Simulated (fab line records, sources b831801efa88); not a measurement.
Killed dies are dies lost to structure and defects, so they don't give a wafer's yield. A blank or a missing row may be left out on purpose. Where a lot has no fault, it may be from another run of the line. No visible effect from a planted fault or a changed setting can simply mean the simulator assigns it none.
A single fault, viewed from 2 desks ; flow sky130 ; every desk sees just its own numbers, and what lay behind them comes last

FROM THE METROLOGY DESK
What the gauges read for every lot (on any tool): the sampled wafers with a number, averaged. Marked OUT: a lot whose mean sits more than 4 standard deviations from the usual mean, which makes it out of limits; the brackets give that distance.
Columns: A = LDD_LDN_OVL at SKY_LDD_LDN_OVL_MEAS_07, usual -0.4 nm; B = SD_P_OVL at SKY_SD_P_OVL_MEAS_08, usual 0.6 nm
lot;first seen here;A;B
L235;day 23 10:18;-0.0;-0.2
L236;day 23 17:17;0.6;-0.0
L237;day 24 04:42;-0.7;-0.2
L238;day 24 08:42;-0.7;-0.5
L239;day 24 23:21;0.2;0.5
L240;day 25 05:53;-1.7;1.3
L243;day 27 06:09;1.0;-0.4
L248;day 28 02:25;0.1;-0.8
L249;day 28 15:13;-0.0;-0.0
L254;day 29 19:36;-1.7;1.1
L255;day 30 10:12;-0.8;1.5
L256;day 30 18:30;-2.4;0.1
L258;day 31 08:08;-2.5;1.5
This desk found nothing out of limits on any of the 13 lots.

FOR THE TOOL OWNER'S DESK: rie diel-03
The tool's own readings at SKY_POLY_CUT_ETCH_11 (etches Si3N4 in CF4/CH2F2/Ar, stops on poly-Si, time 42.5 s, target depth 60 nm): means of the sampled wafers that have a number, for each lot that ran on this tool. Marked OUT: a lot whose mean sits more than 4 standard deviations from the usual mean, which makes it out of limits; the brackets give that distance.
Columns: A = drypump motor current A at SKY_POLY_CUT_ETCH_11, usual 6.2 A; B = oes product au at SKY_POLY_CUT_ETCH_11, usual 0.831 a.u.; C = rf fwd power W at SKY_POLY_CUT_ETCH_11, usual 593 W; D = throttle valve pct at SKY_POLY_CUT_ETCH_11, usual 14.995 %
lot;first seen here;A;B;C;D
L235;day 24 20:14;6.2;0.820;594;14.987
L237;day 25 13:08;6.1;0.823;593;14.994
L249;day 29 22:37;6.2;0.826;559 (-11) OUT;14.991
L258;day 32 12:47;6.4;0.834;597;14.992
This desk's finding: out of limits on L249; first on L249, day 29 22:37 (rf fwd power W at SKY_POLY_CUT_ETCH_11). L235, L237, L258: within limits.

BROUGHT TOGETHER
On L249, at day 29 22:37, an alarm was possible from the tool owner's desk.
At the metrology desk, nothing out of limits was observed.
The metrology desk holds a record of L249, inside its limits.
Every lot named ran SKY_POLY_CUT_ETCH_11 on rie diel-03.

WHAT THE SIMULATOR HAD PUT IN
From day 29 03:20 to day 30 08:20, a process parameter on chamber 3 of rie diel-03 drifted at SKY_POLY_CUT_ETCH_11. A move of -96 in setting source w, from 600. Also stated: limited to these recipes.
Lots struck among those shown: L249.
Delay in hours, fault start to first out-of-limits reading, by desk: the tool owner's desk at 19.
